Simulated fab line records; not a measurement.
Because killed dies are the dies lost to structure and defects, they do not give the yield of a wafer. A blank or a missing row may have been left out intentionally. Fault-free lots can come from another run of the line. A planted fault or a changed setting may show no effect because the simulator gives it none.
fab line records ; flow sfq_line ; part 1 of 2: steps 1 to 20 of 28
record: lots: 5; wafers: 15; last_day: 94
route steps=325 shown I5@236 C5@240 M6@251
lots untouched by any fault: they come from a run of this same line in which no faults occurred
start_h: the number of hours between the record's first day and the start of the first shown wafer of the lot ; wait_h: hours elapsed since this lot's preceding step ; " the same as in the row above ; L1.1+2: one row covering several wafers at once ; - value missing, or start not given ; * or withheld: withheld ; < > ~ a bound
route shown NAME@n: NAME is a module with steps in the file, n the number in the route of the first one ; usual: average and standard deviation across the fault-free wafers ; same: alike in all rows ; chamber/n: place in a boat ; sites: readings site by site ; _std_site: the values' standard deviation ; _edge_site: inner sites' mean taken away from outer sites' mean ; radius_mm: how far each site lies from the wafer's centre ; mask NAME#n: copy n ; behind: the tool/chamber that last shaped the wafer ; hold: why the lot was held/for how many hours/how that ended ; device: the transistor (n, p or np) that didn't switch ; end of line: tests of these same wafers at the route's end ; a step given without rows: its recipe and nothing more ; killed: the dies lost at the first sort to structure and to defects; this is not the yield of the wafer ; map: a wafer's dies, marking killed ones x, the rest . and places with no die _
set.NAME: the setting the step ran with; set.NAME@STEP: the setting that earlier step ran with ; model.NAME: the simulator's own value behind a step, which no gauge read
lots at some steps of the route; a table a step, a row a wafer
services: the hour from which a tool's chamber was out of use, counted from the record's first day as start_h (under 0 if before that day), plus the number of hours and why
== steps ==
step: SFQ_TRILAYER_I5_BARC_OPEN_VIA_ETCH_200
recipe: mask_material: PR; chemistry: O2; target_depth_nm: 125; target: BARC; source_w: 500; bias_w: 80; pressure_mtorr: 30; time_s: 41.7
usual: chamber_pressure_mTorr: 29.998/0.026; drypump_motor_current_A: 5.5/0.42; oes_product_au: 0.685/0.0049; rf_fwd_power_W: 494.3/2
lot.wafer;tool;chamber;start_h;wait_h;chamber_pressure_mTorr;drypump_motor_current_A;oes_product_au;rf_fwd_power_W;rf_hours_counter_h
L078.1;rie_diel-01;0;1576.37;0.0;30.019;5.4;0.687;496.3;17
L078.3;rie_diel-01;3;1576.37;0.0;30.025;5.6;0.682;490.5;15
L078.6;rie_diel-01;3;1576.37;0.0;29.973;5.7;0.687;490.5;-
L089.1;rie_diel-02;0;1738.03;0.0;29.996;5.5;0.691;493.4;1
L089.3;rie_diel-02;2;1738.03;0.0;29.971;5.9;0.694;489.0;4
L089.6;rie_diel-02;3;1738.03;0.0;30.022;5.9;0.684;496.4;-
L092.3;rie_diel-02;3;1746.55;0.0;29.989;5.9;0.688;497.8;15
L092.4;rie_diel-02;2;1746.55;0.0;29.998;5.8;0.680;492.9;4
L092.5;rie_diel-02;2;1746.55;0.0;29.977;5.8;0.686;492.0;-
L093.1;rie_diel-04;3;1747.75;0.0;30.032;6.2;0.682;493.3;12
L093.5;rie_diel-04;2;1747.75;0.0;29.978;5.5;0.688;494.3;-
L093.6;rie_diel-04;1;1747.75;0.0;29.936;5.6;0.677;492.2;-
L096.4;rie_diel-01;1;1754.95;0.0;30.005;5.2;0.687;495.2;16
L096.5;rie_diel-01;1;1754.95;0.0;29.952;5.2;0.677;492.9;-
L096.6;rie_diel-01;0;1754.95;0.0;30.032;5.4;0.674;496.8;-
step: SFQ_TRILAYER_I5_ETCH_VIA_ETCH_147
recipe: stop_on: Nb; mask_material: PR; chemistry: CHF3; target_depth_nm: 360; source_w: 500; bias_w: 80; pressure_mtorr: 30; time_s: withheld
usual: chamber_pressure_mTorr: 29.999/0.029; drypump_motor_current_A: 5.5/0.42; oes_product_au: 0.990/0.0076; rf_fwd_power_W: 498.6/1.5
lot.wafer;tool;chamber;start_h;wait_h;chamber_pressure_mTorr;drypump_motor_current_A;oes_product_au;rf_fwd_power_W
L078.1;rie_diel-01;0;1576.41;0.0;30.006;5.4;0.993;499.4
L078.3;rie_diel-01;3;1576.41;0.0;30.033;5.6;0.990;494.9
L078.6;rie_diel-01;3;1576.41;0.0;30.006;5.6;1.006;495.5
L089.1;rie_diel-02;0;1738.07;0.0;29.963;5.5;0.995;498.8
L089.3;rie_diel-02;2;1738.07;0.0;30.004;5.8;0.997;497.1
L089.6;rie_diel-02;3;1738.07;0.0;30.008;5.9;0.984;497.4
L092.3;rie_diel-02;3;1746.59;0.0;29.992;5.9;0.982;499.2
L092.4;rie_diel-02;2;1746.59;0.0;30.003;5.9;0.997;496.3
L092.5;rie_diel-02;2;1746.59;0.0;30.018;5.8;0.996;498.1
L093.1;rie_diel-04;3;1747.79;0.0;29.988;6.3;0.993;498.4
L093.5;rie_diel-04;2;1747.79;0.0;30.031;5.5;1.001;499.7
L093.6;rie_diel-04;1;1747.79;0.0;29.969;5.6;0.976;501.5
L096.4;rie_diel-01;1;1754.99;0.0;29.996;5.2;0.980;500.5
L096.5;rie_diel-01;1;1754.99;0.0;29.937;5.2;0.988;499.1
L096.6;rie_diel-01;0;1754.99;0.0;29.971;5.4;0.973;498.0
step: SFQ_TRILAYER_I5_STRIP_STRIP_148
recipe: gas: O2; power_w: 200; platen_temp_c: 40; overash_fraction: 0.65; chemistry: O2; pressure_mtorr: 50
usual: chamber_pressure_mTorr: 50.00/0.042; drypump_motor_current_A: 5.8/0.56; oes_product_au: 1.002/0.016
lot.wafer;tool;chamber;start_h;wait_h;chamber_pressure_mTorr;drypump_motor_current_A;oes_product_au;rf_hours_counter_h
L078.1;rie_metal-02;1;1576.56;-;50.01;5.9;1.003;74
L078.3;rie_metal-02;0;1576.56;-;49.98;6.3;0.989;-
L078.6;rie_metal-02;0;1576.56;-;49.88;6.3;0.985;-
L089.1;rie_metal-03;0;1738.22;-;50.01;5.1;0.991;98
L089.3;rie_metal-03;1;1738.22;-;50.08;6.5;1.025;-
L089.6;rie_metal-03;1;1738.22;-;50.00;6.5;1.029;-
L092.3;rie_metal-02;0;1746.94;-;50.00;6.3;1.002;-
L092.4;rie_metal-02;1;1746.94;-;50.05;5.9;1.014;-
L092.5;rie_metal-02;1;1746.94;-;49.97;5.8;1.018;-
L093.1;rie_metal-01;0;1747.94;-;49.97;5.0;0.990;18
L093.5;rie_metal-01;0;1747.94;-;49.95;5.0;0.994;-
L093.6;rie_metal-01;1;1747.94;-;50.00;5.6;1.014;-
L096.4;rie_metal-02;1;1755.34;-;49.98;5.9;1.009;-
L096.5;rie_metal-02;0;1755.34;-;49.98;6.3;0.978;-
L096.6;rie_metal-02;1;1755.34;-;50.03;5.8;1.008;-
step: SFQ_TRILAYER_I5_STRIP_SOLV_CLEAN_149
recipe: chemistry: NMP; temp_c: 70; time_s: 600
lot.wafer;tool;chamber;start_h;wait_h
L078.1+3+6;wet_bench-02;5,6,7;1577.16;0.4
L089.1+3+6;wet_bench-04;2,4,1;1738.82;0.4
L092.3+4+5;wet_bench-02;1,5,6;1747.34;0.2
L093.1+5+6;wet_bench-04;2,1,7;1748.54;0.4
L096.4+5+6;wet_bench-04;7,3,6;1755.74;0.2
step: SFQ_TRILAYER_C5_LITHO_COAT_156
recipe: resist: BARC; spin_rpm: 3000; resist_thk_nm: 62
usual: chill_plate_temp_C: 22.99/0.099; dispense_pressure_kPa: 49/5.4; exhaust_pa: 45.0/0.92
lot.wafer;tool;chamber;start_h;wait_h;chill_plate_temp_C;dispense_pressure_kPa;exhaust_pa
L078.1;litho_track-01;0;1577.34;0.0;23.07;50;45.6
L078.3;litho_track-01;0;1577.34;0.0;23.16;50;44.4
L078.6;litho_track-01;0;1577.34;0.0;23.07;50;45.7
L089.1;litho_track-01;0;1738.99;0.0;22.85;50;44.9
L089.3;litho_track-01;0;1738.99;0.0;22.91;50;44.8
L089.6;litho_track-01;0;1738.99;0.0;22.95;50;44.5
L092.3;litho_track-02;0;1747.62;0.1;23.04;42;44.8
L092.4;litho_track-02;0;1747.62;0.1;22.91;42;44.9
L092.5;litho_track-02;0;1747.62;0.1;23.00;42;45.2
L093.1;litho_track-04;0;1748.73;0.0;23.02;55;44.5
L093.5;litho_track-04;0;1748.73;0.0;23.08;55;43.9
L093.6;litho_track-04;0;1748.73;0.0;22.97;55;43.4
L096.4;litho_track-01;0;1756.08;0.1;23.07;50;45.2
L096.5;litho_track-01;0;1756.08;0.1;22.98;50;44.2
L096.6;litho_track-01;0;1756.08;0.1;22.93;50;45.0
step: SFQ_TRILAYER_C5_LITHO_COAT_151
recipe: resist: KrF; spin_rpm: 3000; resist_thk_nm: 650
usual: chill_plate_temp_C: 23.02/0.097; dispense_pressure_kPa: 49/5.4; exhaust_pa: 45.1/0.92
lot.wafer;tool;chamber;start_h;wait_h;chill_plate_temp_C;dispense_pressure_kPa;exhaust_pa
L078.1;litho_track-01;0;1577.64;0.2;23.19;50;45.7
L078.3;litho_track-01;0;1577.64;0.2;23.07;50;46.1
L078.6;litho_track-01;0;1577.64;0.2;23.09;50;45.4
L089.1;litho_track-01;0;1739.29;0.2;23.06;50;45.2
L089.3;litho_track-01;0;1739.29;0.2;22.98;50;44.6
L089.6;litho_track-01;0;1739.29;0.2;23.23;50;43.1
L092.3;litho_track-02;0;1747.92;0.2;23.07;42;44.4
L092.4;litho_track-02;0;1747.92;0.2;23.04;42;44.8
L092.5;litho_track-02;0;1747.92;0.2;22.99;42;44.5
L093.1;litho_track-04;0;1749.03;0.2;23.02;55;45.9
L093.5;litho_track-04;0;1749.03;0.2;22.87;55;46.0
L093.6;litho_track-04;0;1749.03;0.2;22.95;55;46.8
L096.4;litho_track-01;0;1756.38;0.2;22.80;50;43.9
L096.5;litho_track-01;0;1756.38;0.2;22.75;50;45.1
L096.6;litho_track-01;0;1756.38;0.2;22.93;50;44.7
step: SFQ_TRILAYER_C5_LITHO_SOFTBAKE_155
recipe: temp_c: withheld; time_s: withheld; resist: KrF
usual: chill_plate_temp_C: *; exhaust_pa: 44.9/0.94
lot.wafer;tool;chamber;start_h;wait_h;chill_plate_temp_C;exhaust_pa
L078.1;litho_track-01;0;1577.94;0.2;*;45.0
L078.3;litho_track-01;0;1577.94;0.2;*;44.4
L078.6;litho_track-01;0;1577.94;0.2;*;44.4
L089.1;litho_track-01;0;1739.59;0.2;*;44.1
L089.3;litho_track-01;0;1739.59;0.2;*;45.1
L089.6;litho_track-01;0;1739.59;0.2;*;44.1
L092.3;litho_track-02;0;1748.17;0.2;*;45.2
L092.4;litho_track-02;0;1748.17;0.2;*;44.3
L092.5;litho_track-02;0;1748.17;0.2;*;44.8
L093.1;litho_track-04;0;1749.33;0.2;*;44.0
L093.5;litho_track-04;0;1749.33;0.2;*;44.1
L093.6;litho_track-04;0;1749.33;0.2;*;44.9
L096.4;litho_track-01;0;1756.61;0.2;*;44.5
L096.5;litho_track-01;0;1756.61;0.2;*;45.2
L096.6;litho_track-01;0;1756.61;0.2;*;45.4
step: SFQ_TRILAYER_C5_LITHO_EXPOSE_152
recipe: mask_id: C5; na: 0.6; source_shape: conventional; sigma_outer: 0.65; target_cd_nm: 500; dose_mj: 21.3
lot.wafer;tool;chamber;start_h;wait_h;mask
L078.1+3+6;krf_scanner-01;0;1668.29;-;C5#0
L089.1+3+6;krf_scanner-01;0;1755.94;-;C5#0
L092.3+4+5;krf_scanner-02;0;1805.92;-;C5#0
L093.1+5+6;krf_scanner-01;0;1833.55;-;C5#0
L096.4+5+6;krf_scanner-02;0;1865.61;-;C5#0
step: SFQ_TRILAYER_C5_LITHO_PEB_154
recipe: peb_temp_c: 115; peb_time_s: 60; resist: KrF
usual: chill_plate_temp_C: 22.98/0.1; exhaust_pa: 45.1/0.88
lot.wafer;tool;chamber;start_h;wait_h;chill_plate_temp_C;exhaust_pa
L078.1;litho_track-02;0;1669.49;1.0;23.20;44.5
L078.3;litho_track-02;0;1669.49;1.0;22.92;44.9
L078.6;litho_track-02;0;1669.49;1.0;23.19;44.3
L089.1;litho_track-04;0;1757.14;1.0;23.02;45.4
L089.3;litho_track-04;0;1757.14;1.0;22.92;45.0
L089.6;litho_track-04;0;1757.14;1.0;22.97;44.9
L092.3;litho_track-01;0;1806.77;0.7;23.00;45.0
L092.4;litho_track-01;0;1806.77;0.7;23.06;44.7
L092.5;litho_track-01;0;1806.77;0.7;23.08;44.3
L093.1;litho_track-04;0;1834.75;1.0;23.06;46.2
L093.5;litho_track-04;0;1834.75;1.0;22.81;45.4
L093.6;litho_track-04;0;1834.75;1.0;22.84;44.6
L096.4;litho_track-04;0;1866.29;0.5;22.93;45.9
L096.5;litho_track-04;0;1866.29;0.5;22.84;44.8
L096.6;litho_track-04;0;1866.29;0.5;22.86;46.3
step: SFQ_TRILAYER_C5_LITHO_DEVELOP_153
recipe: time_s: 60; resist: KrF
usual: chill_plate_temp_C: 23.01/0.11; exhaust_pa: 45.1/0.9
lot.wafer;tool;chamber;start_h;wait_h;chill_plate_temp_C;exhaust_pa
L078.1;litho_track-02;0;1669.64;0.1;23.15;45.4
L078.3;litho_track-02;0;1669.64;0.1;23.26;45.8
L078.6;litho_track-02;0;1669.64;0.1;23.10;44.9
L089.1;litho_track-04;0;1757.29;0.1;23.07;43.2
L089.3;litho_track-04;0;1757.29;0.1;22.91;44.3
L089.6;litho_track-04;0;1757.29;0.1;22.89;44.6
L092.3;litho_track-01;0;1806.92;0.1;23.00;43.7
L092.4;litho_track-01;0;1806.92;0.1;23.05;45.4
L092.5;litho_track-01;0;1806.92;0.1;22.97;44.5
L093.1;litho_track-04;0;1834.90;0.1;23.00;45.9
L093.5;litho_track-04;0;1834.90;0.1;23.03;45.8
L093.6;litho_track-04;0;1834.90;0.1;22.95;45.5
L096.4;litho_track-04;0;1866.44;0.1;22.94;45.2
L096.5;litho_track-04;0;1866.44;0.1;22.93;44.5
L096.6;litho_track-04;0;1866.44;0.1;22.84;43.6
step: SFQ_C5_OVL_MEAS_937
usual: C5_OVL: -1/6.7
lot.wafer;tool;chamber;start_h;wait_h;C5_OVL[nm]
L078.1;overlay-01;-;1669.79;0.1;5
L078.3;overlay-01;-;1669.79;0.1;7
L078.6;overlay-01;-;1669.79;0.1;3
L089.1;overlay-01;-;1757.44;0.1;-6
L089.3;overlay-01;-;1757.44;0.1;-2
L089.6;overlay-01;-;1757.44;0.1;-5
L092.3;overlay-01;-;1807.03;0.1;6
L092.4;overlay-01;-;1807.03;0.1;-1
L092.5;overlay-01;-;1807.03;0.1;-2
L093.1;overlay-02;-;1835.05;0.1;2
L093.5;overlay-02;-;1835.05;0.1;1
L093.6;overlay-02;-;1835.05;0.1;-2
L096.4;overlay-02;-;1866.53;0.1;4
L096.5;overlay-02;-;1866.53;0.1;2
L096.6;overlay-02;-;1866.53;0.1;-1
step: SFQ_TRILAYER_C5_BARC_OPEN_VIA_ETCH_210
recipe: mask_material: PR; chemistry: O2; target_depth_nm: 125; target: BARC; source_w: 500; bias_w: 80; pressure_mtorr: 30; time_s: 41.7
usual: chamber_pressure_mTorr: 30.004/0.028; drypump_motor_current_A: 5.6/0.39; oes_product_au: 0.685/0.0048; rf_fwd_power_W: 494.6/2.6
lot.wafer;tool;chamber;start_h;wait_h;chamber_pressure_mTorr;drypump_motor_current_A;oes_product_au;rf_fwd_power_W;rf_hours_counter_h
L078.1;rie_diel-03;1;1669.83;0.0;29.950;5.8;0.692;494.7;15
L078.3;rie_diel-03;2;1669.83;0.0;29.974;5.7;0.685;501.7;19
L078.6;rie_diel-03;3;1669.83;0.0;30.017;5.0;0.690;493.2;-
L089.1;rie_diel-02;3;1757.48;0.0;30.049;5.8;0.686;495.1;15
L089.3;rie_diel-02;0;1757.48;0.0;30.035;5.5;0.676;493.2;2
L089.6;rie_diel-02;1;1757.48;0.0;29.985;6.1;0.681;491.9;-
L092.3;rie_diel-01;3;1807.05;0.0;30.019;5.6;0.690;494.2;18
L092.4;rie_diel-01;2;1807.05;0.0;29.988;4.8;0.679;499.3;1
L092.5;rie_diel-01;3;1807.05;0.0;29.986;5.7;0.682;493.6;-
L093.1;rie_diel-02;2;1835.09;0.0;29.947;5.9;0.689;487.3;4
L093.5;rie_diel-02;3;1835.09;0.0;29.954;5.9;0.678;493.2;-
L093.6;rie_diel-02;0;1835.09;0.0;29.985;5.5;0.686;495.2;-
L096.4;rie_diel-01;1;1866.55;0.0;30.027;5.2;0.685;496.0;0
L096.5;rie_diel-01;2;1866.55;0.0;30.005;4.8;0.693;496.4;-
L096.6;rie_diel-01;3;1866.55;0.0;29.992;5.6;0.681;493.5;-
step: SFQ_TRILAYER_C5_ETCH_VIA_ETCH_154
recipe: target: SiO2; mask_material: PR; chemistry: CHF3; target_depth_nm: 84; source_w: 500; bias_w: 80; pressure_mtorr: 30; time_s: withheld; stop_on: Nb
usual: chamber_pressure_mTorr: 30.001/0.028; drypump_motor_current_A: 5.6/0.39; oes_product_au: 0.896/0.0091; rf_fwd_power_W: 495.3/2.2
lot.wafer;tool;chamber;start_h;wait_h;chamber_pressure_mTorr;drypump_motor_current_A;oes_product_au;rf_fwd_power_W
L078.1;rie_diel-03;1;1669.87;0.0;29.996;5.8;0.879;493.6
L078.3;rie_diel-03;2;1669.87;0.0;29.998;5.7;0.884;497.6
L078.6;rie_diel-03;3;1669.87;0.0;30.012;5.0;0.892;498.8
L089.1;rie_diel-02;3;1757.52;0.0;30.001;5.8;0.892;495.0
L089.3;rie_diel-02;0;1757.52;0.0;29.995;5.6;0.895;492.1
L089.6;rie_diel-02;1;1757.52;0.0;29.935;6.1;0.892;494.6
L092.3;rie_diel-01;3;1807.09;0.0;29.981;5.6;0.894;490.6
L092.4;rie_diel-01;2;1807.09;0.0;29.996;4.8;0.907;493.7
L092.5;rie_diel-01;3;1807.09;0.0;30.007;5.6;0.906;490.6
L093.1;rie_diel-02;2;1835.13;0.0;30.010;5.9;0.890;489.4
L093.5;rie_diel-02;3;1835.13;0.0;29.987;5.9;0.896;498.1
L093.6;rie_diel-02;0;1835.13;0.0;29.981;5.5;0.906;495.6
L096.4;rie_diel-01;1;1866.59;0.0;29.987;5.2;0.897;497.0
L096.5;rie_diel-01;2;1866.59;0.0;30.032;4.8;0.900;497.6
L096.6;rie_diel-01;3;1866.59;0.0;30.040;5.7;0.892;492.9
step: SFQ_TRILAYER_C5_STRIP_STRIP_155
recipe: gas: O2; power_w: 200; platen_temp_c: 40; overash_fraction: 0.65; chemistry: O2; pressure_mtorr: 50
usual: chamber_pressure_mTorr: 50.00/0.044; drypump_motor_current_A: 5.8/0.39; oes_product_au: 1.005/0.014
lot.wafer;tool;chamber;start_h;wait_h;chamber_pressure_mTorr;drypump_motor_current_A;oes_product_au;rf_hours_counter_h
L078.1;rie_metal-01;1;1669.92;-;50.02;5.6;1.033;71
L078.3;rie_metal-01;1;1669.92;-;50.03;5.6;1.023;-
L078.6;rie_metal-01;1;1669.92;-;50.02;5.6;1.015;-
L089.1;rie_metal-01;1;1757.57;-;50.05;5.6;1.019;85
L089.3;rie_metal-01;0;1757.57;-;50.04;5.0;0.990;-
L089.6;rie_metal-01;0;1757.57;-;50.03;5.0;0.972;-
L092.3;rie_metal-01;0;1807.34;-;49.97;5.0;0.985;-
L092.4;rie_metal-01;1;1807.34;-;50.02;5.6;1.027;-
L092.5;rie_metal-01;1;1807.34;-;49.91;5.6;1.014;-
L093.1;rie_metal-02;1;1835.17;-;50.04;5.9;1.015;115
L093.5;rie_metal-02;0;1835.17;-;49.95;6.3;0.994;-
L093.6;rie_metal-02;1;1835.17;-;49.99;5.8;1.011;-
L096.4;rie_metal-04;1;1866.84;-;50.02;5.7;1.011;-
L096.5;rie_metal-04;0;1866.84;-;49.98;6.2;0.995;-
L096.6;rie_metal-04;1;1866.84;-;49.92;5.7;1.020;-
step: SFQ_TRILAYER_C5_STRIP_SOLV_CLEAN_156
recipe: chemistry: NMP; temp_c: 70; time_s: 600
lot.wafer;tool;chamber;start_h;wait_h
L078.1+3+6;wet_bench-02;2,5,3;1670.52;0.4
L089.1+3+6;wet_bench-02;0,4,7;1758.17;0.4
L092.3+4+5;wet_bench-03;2,5,1;1807.74;0.2
L093.1+5+6;wet_bench-02;6,7,5;1835.97;0.5
L096.4+5+6;wet_bench-03;1,6,0;1867.24;0.2
step: SFQ_TRILAYER_M6_DEP_PRE_CLEAN_158
recipe: gas: Ar; time_s: 22.5; bias_v: 250
usual: bias_v: 250.0/2.7
lot.wafer;tool;chamber;start_h;wait_h;bias_v
L078.1;pvd_sputter-05;-;1670.69;0.0;249.5
L078.3;pvd_sputter-05;-;1670.69;0.0;248.0
L078.6;pvd_sputter-05;-;1670.69;0.0;252.3
L089.1;pvd_sputter-03;-;1758.34;0.0;251.8
L089.3;pvd_sputter-03;-;1758.34;0.0;247.5
L089.6;pvd_sputter-03;-;1758.34;0.0;251.0
L092.3;pvd_sputter-03;-;1808.09;0.0;249.5
L092.4;pvd_sputter-03;-;1808.09;0.0;248.2
L092.5;pvd_sputter-03;-;1808.09;0.0;250.1
L093.1;pvd_sputter-05;-;1836.15;0.0;252.6
L093.5;pvd_sputter-05;-;1836.15;0.0;246.4
L093.6;pvd_sputter-05;-;1836.15;0.0;250.7
L096.4;pvd_sputter-05;-;1867.41;0.0;251.0
L096.5;pvd_sputter-05;-;1867.41;0.0;250.2
L096.6;pvd_sputter-05;-;1867.41;0.0;254.0
step: SFQ_TRILAYER_M6_DEP_SPUTTER_157
recipe: material: Nb; base_pressure_pa: 1.33e-06; chamber_pressure_pa: 0.1333; substrate_temp_c: 20; target_thk_nm: 200; power_w: 2000; time_s: 133.3
usual: throttle_valve_pct: 29.4/1.2
lot.wafer;tool;chamber;start_h;wait_h;throttle_valve_pct
L078.1;pvd_sputter-05;-;1670.72;0.0;27.4
L078.3;pvd_sputter-05;-;1670.72;0.0;29.6
L078.6;pvd_sputter-05;-;1670.72;0.0;27.5
L089.1;pvd_sputter-03;-;1758.37;0.0;30.0
L089.3;pvd_sputter-03;-;1758.37;0.0;29.1
L089.6;pvd_sputter-03;-;1758.37;0.0;31.7
L092.3;pvd_sputter-03;-;1808.12;0.0;30.8
L092.4;pvd_sputter-03;-;1808.12;0.0;31.7
L092.5;pvd_sputter-03;-;1808.12;0.0;29.2
L093.1;pvd_sputter-05;-;1836.18;0.0;28.3
L093.5;pvd_sputter-05;-;1836.18;0.0;28.0
L093.6;pvd_sputter-05;-;1836.18;0.0;27.3
L096.4;pvd_sputter-05;-;1867.44;0.0;29.6
L096.5;pvd_sputter-05;-;1867.44;0.0;27.3
L096.6;pvd_sputter-05;-;1867.44;0.0;28.4
step: SFQ_M6_RS_MEAS_938
recipe: thk_meas_gauge: four-point-probe; reads: Nb_of_TRILAYER_M6_DEP_SPUTTER_157
usual: M6_NB_RS: 0.890/0.012
lot.wafer;tool;chamber;start_h;wait_h;M6_NB_RS[ohm/sq]
L078.1;film_metro-04;-;1670.81;0.0;0.893
L078.3;film_metro-04;-;1670.81;0.0;0.895
L078.6;film_metro-04;-;1670.81;0.0;0.888
L089.1;film_metro-01;-;1758.46;0.0;0.904
L089.3;film_metro-01;-;1758.46;0.0;0.891
L089.6;film_metro-01;-;1758.46;0.0;0.895
L092.3;film_metro-01;-;1808.25;0.1;0.896
L092.4;film_metro-01;-;1808.25;0.1;0.880
L092.5;film_metro-01;-;1808.25;0.1;0.876
L093.1;film_metro-03;-;1836.27;0.0;0.888
L093.5;film_metro-03;-;1836.27;0.0;0.894
L093.6;film_metro-03;-;1836.27;0.0;0.901
L096.4;film_metro-01;-;1867.59;0.1;0.895
L096.5;film_metro-01;-;1867.59;0.1;0.890
L096.6;film_metro-01;-;1867.59;0.1;0.879
step: SFQ_TRILAYER_M6_LITHO_COAT_164
recipe: resist: BARC; spin_rpm: 3000; resist_thk_nm: 62
usual: chill_plate_temp_C: 22.99/0.1; dispense_pressure_kPa: 51.9/2.3; exhaust_pa: 45.3/0.91
lot.wafer;tool;chamber;start_h;wait_h;chill_plate_temp_C;dispense_pressure_kPa;exhaust_pa
L078.1;litho_track-03;0;1670.99;0.1;23.10;50.9;46.2
L078.3;litho_track-03;0;1670.99;0.1;23.14;50.9;44.5
L078.6;litho_track-03;0;1670.99;0.1;23.21;51.0;46.0
L089.1;litho_track-01;0;1758.64;0.1;22.84;49.8;46.1
L089.3;litho_track-01;0;1758.64;0.1;22.85;49.8;45.5
L089.6;litho_track-01;0;1758.64;0.1;22.86;49.8;45.2
L092.3;litho_track-01;0;1808.49;0.1;22.96;49.8;45.7
L092.4;litho_track-01;0;1808.49;0.1;22.93;49.8;46.1
L092.5;litho_track-01;0;1808.49;0.1;22.86;49.8;45.3
L093.1;litho_track-01;0;1836.45;0.1;23.00;49.8;45.4
L093.5;litho_track-01;0;1836.45;0.1;22.99;49.8;45.6
L093.6;litho_track-01;0;1836.45;0.1;23.11;49.8;44.9
L096.4;litho_track-03;0;1867.86;0.2;23.05;50.9;44.2
L096.5;litho_track-03;0;1867.86;0.2;23.20;50.9;46.3
L096.6;litho_track-03;0;1867.86;0.2;23.15;51.0;45.4
step: SFQ_TRILAYER_M6_LITHO_COAT_159
recipe: resist: KrF; spin_rpm: 3000; resist_thk_nm: 600
usual: chill_plate_temp_C: 23.00/0.1; dispense_pressure_kPa: 51.9/2.3; exhaust_pa: 45.0/1
lot.wafer;tool;chamber;start_h;wait_h;chill_plate_temp_C;dispense_pressure_kPa;exhaust_pa
L078.1;litho_track-03;0;1671.29;0.2;23.17;50.9;47.0
L078.3;litho_track-03;0;1671.29;0.2;23.12;50.9;47.2
L078.6;litho_track-03;0;1671.29;0.2;23.00;50.9;45.4
L089.1;litho_track-01;0;1758.94;0.2;22.95;49.8;45.2
L089.3;litho_track-01;0;1758.94;0.2;22.93;49.8;46.1
L089.6;litho_track-01;0;1758.94;0.2;22.96;49.8;45.0
L092.3;litho_track-01;0;1808.79;0.2;23.00;49.8;44.5
L092.4;litho_track-01;0;1808.79;0.2;22.94;49.8;46.0
L092.5;litho_track-01;0;1808.79;0.2;23.07;49.8;45.8
L093.1;litho_track-01;0;1836.75;0.2;22.93;49.8;44.6
L093.5;litho_track-01;0;1836.75;0.2;22.98;49.8;44.5
L093.6;litho_track-01;0;1836.75;0.2;22.94;49.8;45.5
L096.4;litho_track-03;0;1868.16;0.2;22.95;50.9;45.1
L096.5;litho_track-03;0;1868.16;0.2;22.97;50.9;44.6
L096.6;litho_track-03;0;1868.16;0.2;23.12;50.9;46.7
